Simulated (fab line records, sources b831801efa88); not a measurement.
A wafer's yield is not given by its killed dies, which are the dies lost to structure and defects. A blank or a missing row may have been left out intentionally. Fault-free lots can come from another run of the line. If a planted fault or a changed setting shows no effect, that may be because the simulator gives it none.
A struck lot beside a sound one :: flow sky130 :: 30 out of 708 route steps
Sound: these wafers, L886.2, L886.3, L886.5. Wafers struck: L894.1, L894.2, L894.3. Last of all comes the cause.
Order at every step that has rows: each side's tool, ch and its chambers, its first start. Under that, the readings that differ: sound wafers :: struck wafers :: difference of the means :: sigmas: that difference in standard deviations of wafers without a fault.
alike: same words and numbers on both sides, and readings whose means sit less than 2 such deviations apart. not compared: any withheld reading, any reading some wafer has no value for, any bound like >300 that may hide the same value, and any number with overlapping values for which the record gives no deviation.
Wherever a step has rows on one side only, a row that says differs or no value, or a row with sigmas, the two part there. When numbers do not overlap yet have no deviation, they are printed without sigmas and do not part them. A reading missing from all wafers of one side parts the sides only when that side holds two or more wafers.

SKY_PWDE_STRIP_09: strips in O2/N2.
  sound on plasma asher-04 ch 0, day 7 01:01; struck on plasma asher-03 ch 0,1, day 8 21:49
  alike: drypump motor current A, oes product au, strip time to endpoint s
  not compared: rf hours counter h
SKY_PWDE_TW_MEAS_10:
  sound: film metro-04 at day 7 01:07; struck: film metro-01 at day 8 21:55
  alike: PWDE_TW
then, 7 steps without rows for these wafers: SKY_NWELL_DEHYDRATE_03 (time 60 s); SKY_NWELL_HMDS_04 (prime time 60 s); SKY_NWELL_COAT_05 (resist thk 3000 nm); SKY_NWELL_SOFTBAKE_06; SKY_NWELL_EXPOSE_07 (exposes mask NWM, target cd 840 nm); SKY_NWELL_PEB_08; SKY_NWELL_DEVELOP_09 (develop time 60 s).
SKY_NWELL_OVL_MEAS_10:
  sound: overlay-02 at day 7 21:19; struck: overlay-02 at day 9 19:26
  alike: NWELL_00_OVL
then, 2 steps without rows for these wafers: SKY_NWELL_IMPLANT_11; SKY_NWELL_IMPLANT_12.
SKY_NWELL_IMPLANT_13:
  sound on implanter-03 ch 0, day 7 21:40; struck on implanter-04 ch 0, day 9 19:47
reading: dose ions cm2
sound: 6.992e+11 7.001e+11 6.983e+11
struck: 4.147e+11 4.162e+11 4.163e+11
difference: -2.835e+11
sigmas: -99 or more

reading: faraday current uA
sound: 3.94 3.89 3.90
struck: 2.34 2.37 2.32
difference: -1.57
sigmas: -20
  alike: beam energy keV
SKY_NWELL_STRIP_14: strips in O2/N2.
  sound on plasma asher-02 ch 1, day 7 21:48; struck on plasma asher-03 ch 0,1, day 9 19:56
  alike: drypump motor current A, oes product au, strip time to endpoint s
  not compared: rf hours counter h
SKY_NWELL_TW_MEAS_15:
  sound: film metro-01 at day 7 21:55; struck: film metro-01 at day 9 20:02
  alike: NWELL_TW
then, 7 steps without rows for these wafers: SKY_NWELL_DEHYDRATE_16 (time 60 s); SKY_NWELL_HMDS_17 (prime time 60 s); SKY_NWELL_COAT_18 (resist thk 3000 nm); SKY_NWELL_SOFTBAKE_19; SKY_NWELL_EXPOSE_20 (exposes mask NWM COMPLEMENT, target cd 840 nm); SKY_NWELL_PEB_21; SKY_NWELL_DEVELOP_22 (develop time 60 s).
SKY_NWELL_OVL_MEAS_23:
  sound: overlay-01 at day 8 18:03; struck: overlay-01 at day 10 18:26
  alike: NWELL_01_OVL
next, for these wafers, 1 step has no rows: SKY_NWELL_IMPLANT_24.
SKY_NWELL_STRIP_25: strips in O2/N2.
  sound on plasma asher-02 ch 0,1, day 8 18:14; struck on plasma asher-02 ch 0,1, day 10 18:38
reading: strip time to endpoint s (s)
sound: 37.06 36.94 37.08
struck: 36.70 36.69 36.83
difference: -0.29
sigmas: -3
  alike: drypump motor current A, oes product au
  not compared: rf hours counter h
SKY_NWELL_TW_MEAS_26:
  sound: film metro-02 at day 8 18:20; struck: film metro-02 at day 10 18:44
  alike: NWELL_2_TW
then, 1 step without rows for these wafers: SKY_NWELL_CLEAN_27 (cleans in SC1/SC2, time 150 s).
SKY_NWELL_RTA_28: time 30 s.
  sound on rtp anneal-01 ch 0, day 8 18:28; struck on rtp anneal-02 ch 0, day 10 18:50
  alike: anneal temp c max, lamp power pct, wafer_temp_C_max
SKY_NWELL_RS_MEAS_29: uses a four-point probe to measure.
  sound: film metro-04 at day 8 18:34; struck: film metro-01 at day 10 18:56
reading: NWELL_RS (ohm/sq)
sound: 625.8 624.0 623.4
struck: 633.2 632.4 631.8
difference: +8.1
sigmas: +5
-- the record jumps here: 40 days lie between the struck wafers' starts before and after (it left off in module NWELL and takes up again in module PAD_OPEN, whose first step shown is number 708 of the route) --
SKY_PAD_OPEN_PROBE_99:
  sound: prober-01 at day 49 03:59; struck: prober-01 at day 50 18:02
reading: model.etest.nfet_16v.r on ohm um
sound: 1.396e+04 1.408e+04 1.393e+04
struck: 1.436e+04 1.44e+04 1.444e+04
difference: +4.100e+02
sigmas: 

reading: model.etest.pfet g5v0d10v5.r on ohm um
sound: 4773 4811 4798
struck: 4607 4530 4581
difference: -221
sigmas: 

reading: model.etest.pfet g5v0d10v5.drive ua um
sound: 342 338.1 341.6
struck: 355.1 360.7 352.9
difference: +15.7
sigmas: 

reading: model.etest.pfet_01v8_lvt.drive ua um
sound: 174.7 171.1 172.6
struck: 185.9 185.3 183.2
difference: +12.0
sigmas: 

reading: model.etest.pfet_16v.drive ua um
sound: 241 235.2 238.1
struck: 255.8 257.3 254.5
difference: +17.8
sigmas: 

reading: model.etest.pfet g5v0d10v5.off log10 a um
sound: -12.73 -12.82 -13.05
struck: -11.31 -11.09 -11.16
difference: +1.68
sigmas: 

reading: model.etest.pfet_01v8_lvt.off log10 a um
sound: -8.994 -9.087 -9.092
struck: -7.875 -8.062 -7.868
difference: +1.123
sigmas: 
  alike: killed_at_M0_to_M3, killed_at_M4_up, killed at contacts, killed at front end, killed at other, killed dies, killed open, killed short
  not compared: model.etest.tip_p_5v.rs ohm sq

WHERE THEY PART
First at SKY_NWELL_IMPLANT_13; last, within this record, at SKY_NWELL_RS_MEAS_29. Later steps at which nothing parts them and some readings are alike: SKY_PAD_OPEN_PROBE_99.

WHY: whatever the simulator had introduced
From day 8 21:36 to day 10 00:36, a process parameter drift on implanter-04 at SKY_NWELL_IMPLANT_13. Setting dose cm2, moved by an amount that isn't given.
